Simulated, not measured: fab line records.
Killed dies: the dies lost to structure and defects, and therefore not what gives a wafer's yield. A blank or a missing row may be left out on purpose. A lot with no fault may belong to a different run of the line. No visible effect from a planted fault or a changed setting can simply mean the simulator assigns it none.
Struck lot and sound lot, side by side || flow sky130 || 43 out of 708 route steps
Sound: wafers L828.4, L828.5, L828.6. Wafers L836.2, L836.3, L836.4 were the ones struck. The cause is named last.
Each step with rows lists, per side, the tool, then ch with its chambers, then its first start. Under that, the readings that differ: sound wafers || struck wafers || difference of the means || sigmas: that difference in standard deviations of wafers without a fault.
alike: same words and numbers on both sides, and readings whose means sit less than 2 such deviations apart. not compared: any withheld reading, any reading some wafer has no value for, any bound like >300 that may hide the same value, and any number with overlapping values for which the record gives no deviation.
Wherever a step has rows on one side only, a row that says differs or no value, or a row with sigmas, the two part there. When numbers do not overlap yet have no deviation, they are printed without sigmas and do not part them. A reading missing from all wafers of one side parts the sides only when that side holds two or more wafers.

SKY_SPACER_THK_MEAS_01:
  sound on film-metro-02, day 23 13:01; struck on film-metro-02, day 26 09:04
  alike: SPACER_CVD_00_THK
SKY_SPACER_ETCHBACK_02: etches Si3N4 in CH3F/O2, stops on SiO2, time 46.7 s, target depth 45 nm.
  sound on rie-diel-03 ch 0,2,3, day 23 13:03; struck on rie-diel-04 ch 0,2,3, day 26 09:07
  alike: drypump-motor-current-A, oes-product-au, throttle-valve-pct
  not compared: rf-hours-counter-h
then, 8 steps without rows for these wafers: SKY_POLY_CUT_DEHYDRATE_00 (time 60 s); SKY_POLY_CUT_HMDS_01 (prime time 60 s); SKY_POLY_CUT_COAT_02 (resist thk 60 nm); SKY_POLY_CUT_COAT_03 (resist thk 450 nm); SKY_POLY_CUT_SOFTBAKE_04 (time 90 s); SKY_POLY_CUT_EXPOSE_05 (exposes mask NPCM, target cd 270 nm); SKY_POLY_CUT_PEB_06; SKY_POLY_CUT_DEVELOP_07 (develop time 60 s).
SKY_POLY_CUT_CD_MEAS_08: target cd 270 nm.
  sound on cd-sem-01, day 24 17:55; struck on cd-sem-01, day 27 14:01
  alike: cd-nm
SKY_POLY_CUT_OVL_MEAS_09:
  sound on overlay-01, day 24 17:59; struck on overlay-02, day 27 14:08
  alike: POLY_CUT_OVL
SKY_POLY_CUT_ETCH_10: etches BARC in N2/H2, stops on SiO2, time 45.9 s, target depth 60 nm.
  sound on rie-diel-02 ch 0,1, day 24 18:01; struck on rie-diel-03 ch 1,2,3, day 27 14:10
  alike: drypump-motor-current-A, oes-product-au, throttle-valve-pct
  not compared: rf-hours-counter-h
SKY_POLY_CUT_ETCH_11: etches Si3N4 in CF4/CH2F2/Ar, stops on poly-Si, time 42.5 s, target depth 60 nm.
  sound on rie-diel-02 ch 0,1, day 24 18:03; struck on rie-diel-03 ch 1,2,3, day 27 14:12
  alike: drypump-motor-current-A, oes-product-au, throttle-valve-pct
  not compared: rf-hours-counter-h
SKY_POLY_CUT_STRIP_12: strips in O2/N2.
  sound on plasma-asher-04 ch 0,1, day 24 18:08; struck on plasma-asher-03 ch 0,1, day 27 14:14
  alike: drypump-motor-current-A, oes-product-au, strip-time-to-endpoint-s
  not compared: rf-hours-counter-h
then, 7 steps without rows for these wafers: SKY_SD_P_DEHYDRATE_00 (time 60 s); SKY_SD_P_HMDS_01 (prime time 60 s); SKY_SD_P_COAT_02 (resist thk 1140 nm); SKY_SD_P_SOFTBAKE_03 (time 60 s); SKY_SD_P_EXPOSE_04 (exposes mask PSDM, target cd 380 nm); SKY_SD_P_PEB_05; SKY_SD_P_DEVELOP_06 (develop time 60 s).
SKY_SD_P_CD_MEAS_07: target cd 380 nm.
  sound on cd-sem-02, day 25 23:53; struck on cd-sem-01, day 28 20:01
  alike: cd-nm
SKY_SD_P_OVL_MEAS_08:
  sound on overlay-02, day 25 23:58; struck on overlay-01, day 28 20:08
  alike: SD_P_OVL
after that, 1 step had no rows for these wafers: SKY_SD_P_IMPLANT_09.
SKY_SD_P_STRIP_10: strips in O2/N2.
  sound on plasma-asher-02 ch 0,1, day 26 00:10; struck on plasma-asher-03 ch 0,1, day 28 20:19
  alike: drypump-motor-current-A, oes-product-au, strip-time-to-endpoint-s
  not compared: rf-hours-counter-h
SKY_SD_P_TW_MEAS_11:
  sound on film-metro-04, day 26 00:16; struck on film-metro-04, day 28 20:25
  alike: SD_P_TW
then, 8 steps without rows for these wafers: SKY_RES_XHIGH_DEHYDRATE_00 (time 60 s); SKY_RES_XHIGH_HMDS_01 (prime time 60 s); SKY_RES_XHIGH_COAT_02 (resist thk 1140 nm); SKY_RES_XHIGH_SOFTBAKE_03 (time 60 s); SKY_RES_XHIGH_EXPOSE_04 (exposes mask URPM, target cd 1270 nm); SKY_RES_XHIGH_PEB_05; SKY_RES_XHIGH_DEVELOP_06 (develop time 60 s); SKY_RES_XHIGH_IMPLANT_07.
SKY_RES_XHIGH_STRIP_08: strips in O2/N2.
  sound on plasma-asher-02 ch 0,1, day 27 05:35; struck on plasma-asher-03 ch 0,1, day 30 00:19
  alike: drypump-motor-current-A, oes-product-au, strip-time-to-endpoint-s
  not compared: rf-hours-counter-h
SKY_RES_XHIGH_TW_MEAS_09:
  sound on film-metro-02, day 27 05:41; struck on film-metro-02, day 30 00:25
  alike: RES_XHIGH_TW
then, 5 steps without rows for these wafers: SKY_SD_N_DEHYDRATE_00 (time 60 s); SKY_SD_N_HMDS_01 (prime time 60 s); SKY_SD_N_COAT_02 (resist thk 1140 nm); SKY_SD_N_SOFTBAKE_03 (time 60 s); SKY_SD_N_EXPOSE_04 (exposes mask NSDM, target cd 380 nm).
-- the record jumps here: 18 days lie between the struck wafers' starts before and after (it left off in module SD_N and takes up again in module PAD_OPEN, whose first step shown is number 708 of the route) --
SKY_PAD_OPEN_PROBE_99:
  only the struck wafers here have rows in the record (prober-01, day 48 04:29); the sound ones have none

## WHERE THEY PART
Within this record, at SKY_PAD_OPEN_PROBE_99 only.

WHY: what the simulator had put in
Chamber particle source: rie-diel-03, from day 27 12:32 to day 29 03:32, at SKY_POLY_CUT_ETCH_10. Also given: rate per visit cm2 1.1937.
